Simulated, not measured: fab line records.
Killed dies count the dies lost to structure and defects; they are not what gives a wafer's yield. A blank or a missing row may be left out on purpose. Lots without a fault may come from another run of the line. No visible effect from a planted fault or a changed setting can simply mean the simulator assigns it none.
Which tool is to blame? + flow sky130 + 21 wafers from 7 lots sampled at 2 of the route's 708 steps

WHAT THE GAUGES SHOWED, per wafer
SKY_CONTACT_CD_MEAS_14 targets a cd of 170 nm.
| lot  | measured     | on        | cd nm (nm)        |
|------|--------------|-----------|-------------------|
| L593 | day 33 13:44 | cd sem-01 | 169.8 170.2 170.0 |
| L597 | day 34 22:55 | cd sem-01 | 172.6 171.7 172.9 |
| L601 | day 36 11:32 | cd sem-01 | 171.2 170.8 170.7 |
| L603 | day 37 04:39 | cd sem-01 | 180.0 180.6 181.0 |
| L607 | day 38 10:25 | cd sem-01 | 167.4 170.6 169.3 |
| L611 | day 39 06:36 | cd sem-01 | 172.2 171.8 170.9 |
| L614 | day 39 21:37 | cd sem-01 | 170.8 170.5 170.7 |

WHAT TOOL EACH LOT RAN ON (gives the tool, then ch and the chambers of the sampled wafers, and finally the start)
| lot  | SKY_CONTACT_SOFTBAKE_10           |
|------|-----------------------------------|
| L593 | litho track-03 ch 0, day 32 22:00 |
| L597 | litho track-03 ch 0, day 34 10:00 |
| L601 | litho track-03 ch 0, day 35 22:00 |
| L603 | litho track-02 ch 0, day 36 15:00 |
| L607 | litho track-03 ch 0, day 37 21:00 |
| L611 | litho track-02 ch 0, day 38 18:00 |
| L614 | litho track-01 ch 0, day 39 08:00 |
- SKY_CONTACT_SOFTBAKE_10: time 90 s.

THE ANSWER, worked out from the rows above alone
Rule: usual is defined by the lots themselves. Put in order of their means at a reading, lots are off if they are a third of the lots or fewer, leave a main group of 4 or more, and stand apart from it by a gap of 3 or more times the standard deviation of the main group's means; of several such gaps the widest counts. Not used: any main group whose means are identical at the precision the tables above print for the reading. Also off: a lot with no number at a reading for which 4 or more lots have one. Where the step has rows for the other lots, those lots are counted as sound.
Off, at SKY_CONTACT_CD_MEAS_14 on cd nm: L603. The main group has a mean of 170.8 nm with a standard deviation of 1.1.
A tool fits if, at a process step before that reading, it ran every lot that is off, and no sound lot after the first of them. Those tools and the gauges at SKY_CONTACT_CD_MEAS_14 are tried in the same way. No candidate that was tried fits.

WHAT THE SIMULATOR PUT IN
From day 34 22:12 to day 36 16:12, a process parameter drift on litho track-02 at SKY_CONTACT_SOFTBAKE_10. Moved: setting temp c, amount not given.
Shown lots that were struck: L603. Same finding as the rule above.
